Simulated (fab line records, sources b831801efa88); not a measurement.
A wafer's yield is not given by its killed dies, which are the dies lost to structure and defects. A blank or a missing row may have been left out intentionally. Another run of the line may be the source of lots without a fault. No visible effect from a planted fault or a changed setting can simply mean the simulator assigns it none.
Struck lot and sound lot, side by side    flow sky130    15 out of 708 route steps
Sound: these wafers, L807.1, L807.4, L807.5. Struck: wafers L816.1, L816.4, L816.5. The cause is named last.
Per side, at each step with rows, come the tool, then ch with its chambers, and then its first start. Under that, the readings that differ: sound wafers    struck wafers    difference of the means    sigmas: that difference in standard deviations of wafers without a fault.
alike: words and numbers the same on both sides, and readings whose means are apart by under 2 such deviations; not compared: readings that were withheld, readings missing a value for some wafer, numbers with overlapping values and no deviation given by the record, and bounds like >300 which may hide the same value.
The two part at a step that has a row with sigmas, a row that says differs or no value, or rows on one side only. When numbers do not overlap yet have no deviation, they are printed without sigmas and do not part them. A reading missing from all wafers of one side parts the sides only when that side holds two or more wafers.

first, 3 steps without rows for these wafers: SKY_CONTACT_EXPOSE_11 (exposes mask CTM1, target cd 170 nm); SKY_CONTACT_PEB_12; SKY_CONTACT_DEVELOP_13 (develop time 60 s).
SKY_CONTACT_CD_MEAS_14: target cd 170 nm.
  sound on cdSem-01 at day 31 14:16; struck on cdSem-02 at day 34 20:13
  alike: cdNm
SKY_CONTACT_OVL_MEAS_15:
  sound on overlay-01 at day 31 14:23; struck on overlay-02 at day 34 20:20
reading           sound    struck   difference  sigmas
CONTACT_OVL (nm)  10 3 11  -7 1 -7  -12         -2
SKY_CONTACT_ETCH_16: etches BARC in N2/H2, stops on SiO2, time 45.9 s, target depth 60 nm.
  sound on rieDiel-03 ch 1,2, day 31 14:25; struck on rieDiel-03 ch 1,2, day 34 20:22
  alike: drypumpMotorCurrentA, oesProductAu, throttleValvePct
  not compared: rfHoursCounterH
SKY_CONTACT_ETCH_17: etches SiO2 in C4F8/O2/Ar, stops on Si3N4, target depth 340 nm.
  sound on rieDiel-03 ch 1,2, day 31 14:28; struck on rieDiel-03 ch 1,2, day 34 20:25
  alike: oesProductAu
SKY_CONTACT_ETCH_18: etches Si3N4 in CHF3/O2, stops on TiN, time 39 s, target depth 75 nm.
  sound: rieDiel-03 ch 1,2; struck: rieDiel-03 ch 1,2
  alike: O2_flow_sccm, drypumpMotorCurrentA, oesProductAu, throttleValvePct
  not compared: rfHoursCounterH
SKY_CONTACT_STRIP_19: strips in O2/N2.
  sound on plasmaAsher-04 ch 0,1, day 31 14:33; struck on plasmaAsher-02 ch 0,1, day 34 20:30
  alike: drypumpMotorCurrentA, oesProductAu, stripTimeToEndpointS
  not compared: rfHoursCounterH
then, 3 steps without rows for these wafers: SKY_CONTACT_STRIP_20 (strips in post etch residue remover, time 1200 s); SKY_CONTACT_CLEAN_21 (cleans in IPA, time 180 s); SKY_CONTACT_CLEAN_22 (cleans in O3/DIW).
SKY_CONTACT_SPUTTER_23: material TiN, target thk 20 nm, time 80 s.
  sound on pvdSputter-03 at day 31 15:11; struck on pvdSputter-01 at day 34 21:08
  no value came back on the struck wafers for cathodeDcPowerW (W), chamberPressurePa (Pa), throttleValvePct (%); on the sound wafers cathodeDcPowerW (W) reads 4000.0 3999.3 4001.4
SKY_CONTACT_CVD_24: deposits W, target thk 340 nm, time 102.12 s.
  sound on cvdW-02 ch 0,1, day 31 15:18; struck on cvdW-02 ch 0,1, day 34 21:12
  alike: heaterPowerW, susceptorTempC
-- the record jumps here: 13 days lie between the struck wafers' starts before and after (it left off in module CONTACT and takes up again in module PAD_OPEN, whose first step shown is number 708 of the route) --
SKY_PAD_OPEN_PROBE_99:
  sound on prober-02 at day 45 19:49; struck on prober-01 at day 48 05:47
reading           sound     struck       difference  sigmas
killedAtContacts  25 19 27  432 454 425  +413        +90
killedDies        84 72 83  492 492 492  +412        +43
killedOnRim       13 15 13  96 96 96     +82         +23
  alike: killed_at_M0_to_M3, killed_at_M4_up, killedAtFrontEnd, killedAtOther, killedOpen, killedShort

WHERE THEY PART
At SKY_CONTACT_OVL_MEAS_15 first; at SKY_PAD_OPEN_PROBE_99 last (within this record only).

WHY: what had been put in by the simulator
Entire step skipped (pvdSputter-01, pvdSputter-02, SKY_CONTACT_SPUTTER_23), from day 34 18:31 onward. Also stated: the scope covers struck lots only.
